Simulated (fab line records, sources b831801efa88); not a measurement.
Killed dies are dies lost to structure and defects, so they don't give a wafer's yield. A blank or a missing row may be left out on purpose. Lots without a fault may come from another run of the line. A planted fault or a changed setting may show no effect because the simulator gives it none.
One fault seen from 2 desks | flow sky130 | each desk has only its own numbers; what lay behind them comes last
Where a reading is given only as a bound, like >300, the bound stands for it, and a mean or a difference that rests on one is marked > or <: the true number lies beyond.

THE METROLOGY DESK
What the gauges read, lot by lot, whatever tool the lot ran on: means of the sampled wafers that have a number. A lot is out of limits, marked OUT, if its mean lies more than 4 standard deviations from the usual mean; the brackets give that distance.
Columns: A = METAL2_ALCU_RS at SKY_METAL2_RS_MEAS_05, usual 0.1336 ohm/sq; B = VIA2_W_RS at SKY_VIA2_RS_MEAS_22, usual 0.2728 ohm/sq; C = VIA2_W_THK at SKY_VIA2_THK_MEAS_23, usual 419 nm
lot  | first seen here | A      | B                         | C
L337 | day 34 03:08    | 0.1350 | 0.2695                    | 428
L338 | day 34 07:16    | 0.1328 | 0.2727                    | 414
L339 | day 34 14:17    | 0.1341 | 0.2740                    | 422
L342 | day 35 13:05    | 0.1328 | 0.2741                    | 420
L343 | day 36 23:50    | 0.1324 | 61.0340 (+99 or more) OUT | <0 (<-84) OUT
L344 | day 37 01:01    | 0.1340 | 61.1693 (+99 or more) OUT | <0 (<-84) OUT
L348 | day 37 16:33    | 0.1333 | 0.2721                    | 420
L356 | day 39 18:33    | 0.1329 | 0.2736                    | 419
L357 | day 40 09:48    | 0.1348 | 0.2687                    | 421
L360 | day 40 21:44    | 0.1330 | 0.2702                    | 420
This desk's finding: out of limits on L343, L344; first on L343, day 39 03:50 (VIA2_W_RS at SKY_VIA2_RS_MEAS_22). In limits: L337, L338, L339, L342, L348, L356, L357, L360.

THE TOOL OWNER'S DESK: cvd_w-02
The tool's own readings at SKY_VIA2_CVD_21 (deposits W, target thk 420 nm, time 126.4 s): means of the sampled wafers that have a number, for each lot that ran on this tool. A lot is out of limits, marked OUT, if its mean lies more than 4 standard deviations from the usual mean; the brackets give that distance.
Columns: A = chamber_pressure_Torr at SKY_VIA2_CVD_21, usual 40.00 Torr; B = heater_power_outer_w at SKY_VIA2_CVD_21, usual 531 W; C = heater_power_w at SKY_VIA2_CVD_21, usual 848 W
lot  | first seen here | A     | B   | C
L337 | day 36 09:19    | 40.01 | 565 | 880
L338 | day 36 14:35    | 40.13 | 568 | 882
L348 | day 39 17:59    | 40.02 | 574 | 898
L356 | day 41 21:05    | 40.02 | 572 | 925
L357 | day 42 11:37    | 39.99 | 572 | 916
L360 | day 42 23:34    | 39.93 | 581 | 911
This desk's finding: nothing out of limits on any of the 6 lots.

PUT TOGETHER
The metrology desk could have raised an alarm at day 39 03:50, on L343, L344.
The tool owner's desk saw nothing out of limits.
The tool owner's desk has no number on record for L343, L344.
Of the lots named, all ran SKY_VIA2_CVD_21 on cvd_w-02.

WHAT THE SIMULATOR HAD PUT IN
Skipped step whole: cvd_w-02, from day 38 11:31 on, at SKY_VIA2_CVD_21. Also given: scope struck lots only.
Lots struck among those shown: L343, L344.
Hours from the fault's start to each desk's first reading out of limits: the metrology desk, 16.
